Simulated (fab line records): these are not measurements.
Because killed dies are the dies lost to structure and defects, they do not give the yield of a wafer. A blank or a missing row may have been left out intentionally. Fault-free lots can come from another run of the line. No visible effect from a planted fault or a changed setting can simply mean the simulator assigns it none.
The tool behind it: which one? + flow sky130 + 24 lots, 72 wafers sampled, at 6 steps of a route of 708

## WHAT THE GAUGES READ, wafer by wafer
SKY_SD_N_OVL_MEAS_08.
| lot  | measured     | on         | SD_N_OVL (nm)  |
|------|--------------|------------|----------------|
| L074 | day 27 17:40 | overlay-01 | 0.4 1.2 -0.4   |
| L075 | day 27 23:37 | overlay-02 | 1.9 1.7 1.3    |
| L076 | day 28 17:02 | overlay-01 | 1.4 1.9 3.6    |
| L077 | day 28 23:20 | overlay-01 | 0.4 0.6 -1.0   |
| L078 | day 29 07:53 | overlay-02 | -0.6 -0.6 -1.7 |
| L079 | day 29 12:13 | overlay-01 | -0.2 0.3 -0.7  |
| L080 | day 30 06:05 | overlay-02 | 2.5 3.0 2.1    |
| L081 | day 30 17:20 | overlay-01 | 0.8 1.6 -0.3   |
| L082 | day 30 19:11 | overlay-01 | 0.2 1.3 0.6    |
| L083 | day 31 03:11 | overlay-01 | 0.5 -0.5 0.6   |
| L084 | day 31 08:07 | overlay-01 | 2.2 2.4 2.4    |
| L085 | day 31 16:41 | overlay-02 | 0.5 0.4 -0.1   |
| L086 | day 31 23:58 | overlay-01 | 0.4 2.8 2.9    |
| L087 | day 32 05:52 | overlay-02 | -0.4 -0.4 0.3  |
| L088 | day 32 12:50 | overlay-02 | 0.3 0.9 2.4    |
| L089 | day 32 18:20 | overlay-02 | -1.8 0.6 -1.7  |
| L090 | day 33 06:11 | overlay-01 | -1.6 -1.6 -1.2 |
| L091 | day 33 09:53 | overlay-01 | 2.7 2.8 0.9    |
| L092 | day 33 19:23 | overlay-02 | 3.0 2.7 1.8    |
| L093 | day 34 01:45 | overlay-02 | 3.8 3.3 1.7    |
| L094 | day 34 10:01 | overlay-01 | 3.0 2.5 2.9    |
| L095 | day 34 15:10 | overlay-02 | 1.2 1.4 1.9    |
| L096 | day 35 00:23 | overlay-01 | -2.7 -2.3 -1.5 |
| L097 | day 35 02:11 | overlay-02 | 3.2 2.6 3.2    |

SKY_CONTACT_BOW_MEAS_05.
| lot  | measured     | on            | CONTACT_BOW (um) |
|------|--------------|---------------|------------------|
| L074 | day 30 05:07 | film_metro-03 | 86 87 94         |
| L075 | day 30 12:18 | film_metro-02 | 78 84 88         |
| L076 | day 31 04:38 | film_metro-04 | 87 86 85         |
| L077 | day 31 11:51 | film_metro-03 | 81 82 81         |
| L078 | day 31 21:02 | film_metro-04 | 84 71 76         |
| L079 | day 32 00:37 | film_metro-02 | 82 75 71         |
| L080 | day 32 17:44 | film_metro-02 | 94 83 98         |
| L081 | day 33 04:03 | film_metro-02 | 90 84 66         |
| L082 | day 33 06:35 | film_metro-02 | 83 89 89         |
| L083 | day 33 13:23 | film_metro-04 | 86 94 75         |
| L084 | day 33 17:57 | film_metro-02 | 77 89 97         |
| L085 | day 34 02:13 | film_metro-03 | 79 83 79         |
| L086 | day 34 08:20 | film_metro-03 | 83 85 82         |
| L087 | day 34 15:27 | film_metro-04 | 82 90 84         |
| L088 | day 34 21:34 | film_metro-03 | 69 85 76         |
| L089 | day 35 03:48 | film_metro-03 | 82 85 86         |
| L090 | day 35 13:37 | film_metro-02 | 63 83 67         |
| L091 | day 35 17:58 | film_metro-03 | 79 79 77         |
| L092 | day 36 03:51 | film_metro-02 | 86 89 92         |
| L093 | day 36 10:34 | film_metro-02 | 77 77 81         |
| L094 | day 36 18:41 | film_metro-03 | 72 81 69         |
| L095 | day 36 22:49 | film_metro-03 | 93 90 93         |
| L096 | day 37 09:23 | film_metro-04 | 72 73 71         |
| L097 | day 37 10:02 | film_metro-04 | 82 94 85         |

SKY_VIA1_OVL_MEAS_13.
| lot  | measured     | on         | VIA1_OVL (nm) |
|------|--------------|------------|---------------|
| L074 | day 33 18:10 | overlay-01 | 1 6 -2        |
| L075 | day 34 00:22 | overlay-02 | 11 5 8        |
| L076 | day 34 16:58 | overlay-02 | 4 2 2         |
| L077 | day 34 22:43 | overlay-02 | 10 10 9       |
| L078 | day 35 08:29 | overlay-02 | 2 4 0         |
| L079 | day 35 09:41 | overlay-01 | 4 1 5         |
| L080 | day 36 02:50 | overlay-01 | 5 7 4         |
| L081 | day 36 12:19 | overlay-02 | 14 14 11      |
| L082 | day 36 14:38 | overlay-01 | 1 5 11        |
| L083 | day 36 22:35 | overlay-01 | -1 -5 -2      |
| L084 | day 37 02:11 | overlay-02 | 5 -1 -5       |
| L085 | day 37 12:35 | overlay-01 | 4 8 5         |
| L086 | day 37 17:52 | overlay-02 | 3 8 -1        |
| L087 | day 37 23:44 | overlay-02 | 0 1 0         |
| L088 | day 38 05:35 | overlay-02 | 5 -2 -1       |
| L089 | day 38 11:44 | overlay-02 | 3 7 2         |
| L090 | day 38 22:37 | overlay-01 | 10 6 12       |
| L091 | day 39 00:49 | overlay-01 | 1 4 5         |
| L092 | day 39 10:58 | overlay-01 | 2 3 -2        |
| L093 | day 39 17:14 | overlay-01 | 4 4 0         |
| L094 | day 40 01:13 | overlay-01 | -1 -2 0       |
| L095 | day 40 06:19 | overlay-01 | -1 1 -1       |
| L096 | day 40 13:59 | overlay-02 | 5 2 7         |
| L097 | day 40 15:34 | overlay-01 | 7 8 0         |

SKY_VIA4_THK_MEAS_01.
| lot  | measured     | on            | VIA4_HDPCVD_THK (nm) |
|------|--------------|---------------|----------------------|
| L074 | day 41 13:28 | film_metro-04 | 1740 1729 1732       |
| L075 | day 41 19:18 | film_metro-02 | 1749 1726 1749       |
| L076 | day 42 11:05 | film_metro-03 | 1740 1775 1759       |
| L077 | day 42 17:06 | film_metro-02 | 1735 1734 1760       |
| L078 | day 43 00:32 | film_metro-03 | 1782 1759 1756       |
| L079 | day 43 01:17 | film_metro-02 | 1744 1725 1732       |
| L080 | day 43 18:11 | film_metro-03 | 1764 1772 1793       |
| L081 | day 44 02:08 | film_metro-03 | 1734 1753 1754       |
| L082 | day 44 04:23 | film_metro-04 | 1787 1783 1768       |
| L083 | day 44 10:21 | film_metro-03 | 1744 1732 1751       |
| L084 | day 44 13:19 | film_metro-03 | 1755 1736 1730       |
| L085 | day 44 21:41 | film_metro-03 | 1739 1741 1732       |
| L086 | day 45 03:19 | film_metro-02 | 1744 1724 1728       |
| L087 | day 45 10:01 | film_metro-02 | 1760 1750 1745       |
| L088 | day 45 12:44 | film_metro-02 | 1756 1775 1758       |
| L089 | day 45 20:01 | film_metro-04 | 1736 1735 1732       |
| L090 | day 46 04:46 | film_metro-04 | 1754 1766 1740       |
| L091 | day 46 06:04 | film_metro-02 | 1774 1758 1746       |
| L092 | day 46 13:54 | film_metro-04 | 1754 1775 1756       |
| L093 | day 46 18:59 | film_metro-03 | 1768 1752 1778       |
| L094 | day 47 02:38 | film_metro-02 | 1769 1764 1771       |
| L095 | day 47 07:26 | film_metro-02 | 1752 1752 1752       |
| L096 | day 47 13:35 | film_metro-02 | 1720 1748 1744       |
| L097 | day 47 15:23 | film_metro-03 | 1756 1754 1747       |

## WHAT TOOL EACH LOT RAN ON (gives the tool, then ch and the chambers of the sampled wafers, and finally the start)
| lot  | SKY_VIA2_CVD_21               | SKY_METAL4_STRIP_19                  |
|------|-------------------------------|--------------------------------------|
| L074 | cvd_w-02 ch 0,1, day 36 02:19 | plasma_asher-01 ch 0,1, day 41 12:42 |
| L075 | cvd_w-01 ch 0,1, day 36 08:07 | plasma_asher-02 ch 0, day 41 18:32   |
| L076 | cvd_w-02 ch 0,1, day 37 00:44 | plasma_asher-02 ch 0,1, day 42 10:18 |
| L077 | cvd_w-01 ch 0,1, day 37 07:52 | plasma_asher-02 ch 0,1, day 42 16:17 |
| L078 | cvd_w-02 ch 0,1, day 37 16:01 | plasma_asher-01 ch 0,1, day 42 23:44 |
| L079 | cvd_w-01 ch 0,1, day 37 16:45 | plasma_asher-02 ch 0, day 43 00:30   |
| L080 | cvd_w-02 ch 0,1, day 38 10:39 | plasma_asher-02 ch 0,1, day 43 17:26 |
| L081 | cvd_w-01 ch 0,1, day 38 19:18 | plasma_asher-01 ch 0,1, day 44 01:18 |
| L082 | cvd_w-01 ch 0,1, day 38 21:42 | plasma_asher-02 ch 0,1, day 44 03:35 |
| L083 | cvd_w-01 ch 0,1, day 39 05:25 | plasma_asher-04 ch 0,1, day 44 09:29 |
| L084 | cvd_w-01 ch 0,1, day 39 07:29 | plasma_asher-04 ch 0,1, day 44 12:23 |
| L085 | cvd_w-01 ch 0,1, day 39 18:20 | plasma_asher-04 ch 0,1, day 44 20:56 |
| L086 | cvd_w-01 ch 0, day 39 22:58   | plasma_asher-01 ch 0,1, day 45 02:27 |
| L087 | cvd_w-01 ch 0, day 40 06:25   | plasma_asher-04 ch 0,1, day 45 09:12 |
| L088 | cvd_w-01 ch 0,1, day 40 10:40 | plasma_asher-01 ch 0, day 45 11:57   |
| L089 | cvd_w-02 ch 0,1, day 40 17:49 | plasma_asher-04 ch 0,1, day 45 19:15 |
| L090 | cvd_w-01 ch 0,1, day 41 03:56 | plasma_asher-01 ch 0,1, day 46 03:56 |
| L091 | cvd_w-01 ch 0,1, day 41 05:23 | plasma_asher-02 ch 0,1, day 46 05:18 |
| L092 | cvd_w-02 ch 0, day 41 15:33   | plasma_asher-01 ch 0,1, day 46 13:06 |
| L093 | cvd_w-02 ch 0,1, day 41 21:41 | plasma_asher-01 ch 0,1, day 46 18:12 |
| L094 | cvd_w-01 ch 0,1, day 42 05:44 | plasma_asher-04 ch 0,1, day 47 01:21 |
| L095 | cvd_w-01 ch 0,1, day 42 10:52 | plasma_asher-01 ch 0,1, day 47 06:29 |
| L096 | cvd_w-01 ch 0,1, day 42 18:01 | plasma_asher-01 ch 0,1, day 47 12:40 |
| L097 | cvd_w-02 ch 0,1, day 42 20:04 | plasma_asher-01 ch 0,1, day 47 14:36 |
- SKY_VIA2_CVD_21: deposits W, target thk 420 nm, time 126.4 s.
- SKY_METAL4_STRIP_19: strips in O2/N2.

## WHAT THE TOOLS THEMSELVES READ (means of the sampled wafers that have a number; where no wafer has one, the mark that the record gives instead)
SKY_VIA2_CVD_21.
| lot  | tool     | chamber_pressure_Torr (Torr) | heater_power_w (W) | susceptor_temp_C (C) |
|------|----------|------------------------------|--------------------|----------------------|
| L074 | cvd_w-02 | 40.02                        | 788                | 400.06               |
| L075 | cvd_w-01 | 40.01                        | 760                | 400.09               |
| L076 | cvd_w-02 | 39.98                        | 785                | 399.82               |
| L077 | cvd_w-01 | 39.96                        | 761                | 400.01               |
| L078 | cvd_w-02 | 40.00                        | 799                | 400.21               |
| L079 | cvd_w-01 | 40.04                        | 743                | 399.86               |
| L080 | cvd_w-02 | 40.16                        | 795                | 400.12               |
| L081 | cvd_w-01 | 39.92                        | 752                | 399.91               |
| L082 | cvd_w-01 | 39.94                        | 766                | 400.08               |
| L083 | cvd_w-01 | 40.00                        | 748                | 400.04               |
| L084 | cvd_w-01 | 39.99                        | 760                | 399.92               |
| L085 | cvd_w-01 | 39.98                        | 766                | 399.86               |
| L086 | cvd_w-01 | 40.09                        | 774                | 400.13               |
| L087 | cvd_w-01 | 39.87                        | 760                | 400.20               |
| L088 | cvd_w-01 | 39.90                        | 759                | 399.98               |
| L089 | cvd_w-02 | 40.01                        | 727                | 399.71               |
| L090 | cvd_w-01 | 39.93                        | 758                | 400.05               |
| L091 | cvd_w-01 | 39.94                        | 766                | 400.14               |
| L092 | cvd_w-02 | 39.92                        | 788                | 399.82               |
| L093 | cvd_w-02 | 39.96                        | 764                | 400.18               |
| L094 | cvd_w-01 | 40.07                        | 773                | 399.85               |
| L095 | cvd_w-01 | 39.99                        | 773                | 399.76               |
| L096 | cvd_w-01 | 40.07                        | 768                | 400.12               |
| L097 | cvd_w-02 | 39.97                        | 755                | 400.07               |

SKY_METAL4_STRIP_19.
| lot  | tool            | drypump_motor_current_A (A) | oes_product_au (a.u.) | strip_time_to_endpoint_s (s) |
|------|-----------------|-----------------------------|-----------------------|------------------------------|
| L074 | plasma_asher-01 | 5.3                         | 0.508                 | 6.60                         |
| L075 | plasma_asher-02 | 6.2                         | 0.502                 | 6.56                         |
| L076 | plasma_asher-02 | 5.9                         | 0.502                 | 6.54                         |
| L077 | plasma_asher-02 | 6.1                         | 0.504                 | 6.61                         |
| L078 | plasma_asher-01 | 5.1                         | 0.506                 | 6.57                         |
| L079 | plasma_asher-02 | 6.2                         | 0.508                 | 6.60                         |
| L080 | plasma_asher-02 | 5.9                         | 0.507                 | 6.60                         |
| L081 | plasma_asher-01 | 5.1                         | 0.502                 | 6.46                         |
| L082 | plasma_asher-02 | 6.1                         | 0.505                 | 6.54                         |
| L083 | plasma_asher-04 | 6.0                         | 0.503                 | 6.47                         |
| L084 | plasma_asher-04 | 5.7                         | 0.504                 | 6.53                         |
| L085 | plasma_asher-04 | 5.7                         | 0.502                 | 6.55                         |
| L086 | plasma_asher-01 | 5.1                         | 0.502                 | 6.49                         |
| L087 | plasma_asher-04 | 6.0                         | 0.501                 | 6.53                         |
| L088 | plasma_asher-01 | 4.9                         | 0.500                 | 6.59                         |
| L089 | plasma_asher-04 | 6.0                         | 0.499                 | 6.56                         |
| L090 | plasma_asher-01 | 5.1                         | 0.501                 | 6.48                         |
| L091 | plasma_asher-02 | 5.9                         | 0.503                 | 6.51                         |
| L092 | plasma_asher-01 | 5.1                         | 0.499                 | 6.51                         |
| L093 | plasma_asher-01 | 5.2                         | 0.501                 | 6.58                         |
| L094 | plasma_asher-04 | 5.7                         | 0.500                 | 6.50                         |
| L095 | plasma_asher-01 | 5.3                         | 0.497                 | 6.47                         |
| L096 | plasma_asher-01 | 5.3                         | 0.502                 | 6.61                         |
| L097 | plasma_asher-01 | 5.3                         | 0.504                 | 6.60                         |

## THE ANSWER, worked out from the rows above alone
Rule: the lots themselves supply what counts as usual. Put in order of their means at a reading, lots are off if they are a third of the lots or fewer, leave a main group of 4 or more, and stand apart from it by a gap of 3 or more times the standard deviation of the main group's means; of several such gaps the widest counts. A main group whose means are all the same, to the digits that the tables above print for the reading, isn't used. A lot without any number at a reading at which 4 lots or more have one is off too. The other lots that the step has rows for count as sound. After the gauges, taken in route order, come the tools' own readings; for these a lot's mean is taken, as printed above. The first step at which some lot is off is used, and at that step the reading that is off furthest; a lot without a number counts as furthest.
None of the lots is off at any reading shown; this tells nothing.

## WHAT HAD BEEN PUT IN BY THE SIMULATOR
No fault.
